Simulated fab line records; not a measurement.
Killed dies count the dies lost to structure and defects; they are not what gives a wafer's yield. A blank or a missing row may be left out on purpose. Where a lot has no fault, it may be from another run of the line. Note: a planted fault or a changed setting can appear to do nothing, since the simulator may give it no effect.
Comparing a struck lot with a sound one | flow sky130 | 15 steps out of a route of 708
Sound: wafers L342.2, L342.3, L342.5. Struck: wafers L355.1, L355.2, L355.5. The cause comes at the end.
Per side, at each step with rows, come the tool, then ch with its chambers, and then its first start. Under that, the readings that differ: sound wafers | struck wafers | difference of the means | sigmas: that difference in standard deviations of wafers without a fault.
alike: readings with means less than 2 such deviations apart, plus words and numbers identical on both sides. not compared: withheld readings, readings lacking a value on some wafer, bounds such as >300 that could conceal the same value, and numbers that have no deviation in the record and whose values overlap.
Wherever a step has rows on one side only, a row that says differs or no value, or a row with sigmas, the two part there. Numbers that have no deviation but don't overlap get no sigmas and don't part them. A reading that every wafer of one side lacks parts them only if that side has two wafers or more.

first, 6 steps without rows for these wafers: SKY_LDD_N_HMDS_01 (prime time 60 s); SKY_LDD_N_COAT_02 (resist thk 300 nm); SKY_LDD_N_SOFTBAKE_03 (time 60 s); SKY_LDD_N_EXPOSE_04 (exposes mask NTM, target cd 840 nm); SKY_LDD_N_PEB_05; SKY_LDD_N_DEVELOP_06 (develop time 60 s).
SKY_LDD_N_OVL_MEAS_07:
  sound: overlay-01 at day 19 10:20; struck: overlay-01 at day 24 00:59
  alike: LDD_N_OVL
then, 5 steps without rows for these wafers: SKY_LDD_N_IMPLANT_08; SKY_LDD_N_IMPLANT_09; SKY_LDD_N_IMPLANT_10; SKY_LDD_N_IMPLANT_11; SKY_LDD_N_IMPLANT_12.
SKY_LDD_N_IMPLANT_13:
  sound on implanter-01 ch 0, day 19 11:08; struck on implanter-02 ch 0, day 24 01:46
reading               | sound                | struck               | difference | sigmas
rotationDeg (degrees) | 90.081 90.033 90.050 | 283.47 283.43 283.43 | +193.39    | +99 or more
next, for these wafers, 1 step has no rows: SKY_LDD_N_IMPLANT_14.
-- a jump in the record: the struck wafers' starts before and after are 26 days apart (it breaks off in module LDD_N and resumes in module PAD_OPEN, where the first step shown is number 708 of the route) --
SKY_PAD_OPEN_PROBE_99:
  sound: prober-01 at day 46 21:25; struck: prober-02 at day 49 19:20
reading                                  | sound                | struck               | difference | sigmas
model.etest.nfet_01v8_turned.vtSatV (V)  | 0.6397 0.643 0.6437  | 0.6945 0.698 0.6981  | +0.0547    | 
model.etest.nfet_01v8_turned.vtV (V)     | 0.6886 0.6943 0.6969 | 0.7033 0.705 0.7082  | +0.0122    | 
model.etest.nfet_01v8_swapped.vtSatV (V) | 0.6435 0.6499 0.6507 | 0.6181 0.6273 0.6256 | -0.0244    | 
  alike: killed_at_M0_to_M3, killed_at_M4_up, killedAtContacts, killedAtFrontEnd, killedAtOther, killedDies, killedOpen, killedShort

WHERE THEY PART
Only at SKY_LDD_N_IMPLANT_13, as far as this record shows. Later steps at which nothing parts them and some readings are alike: SKY_PAD_OPEN_PROBE_99.

WHY: the cause the simulator had injected
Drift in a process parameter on implanter-02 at SKY_LDD_N_IMPLANT_13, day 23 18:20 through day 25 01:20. The setting rotationDeg was moved by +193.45, starting from 90. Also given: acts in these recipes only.
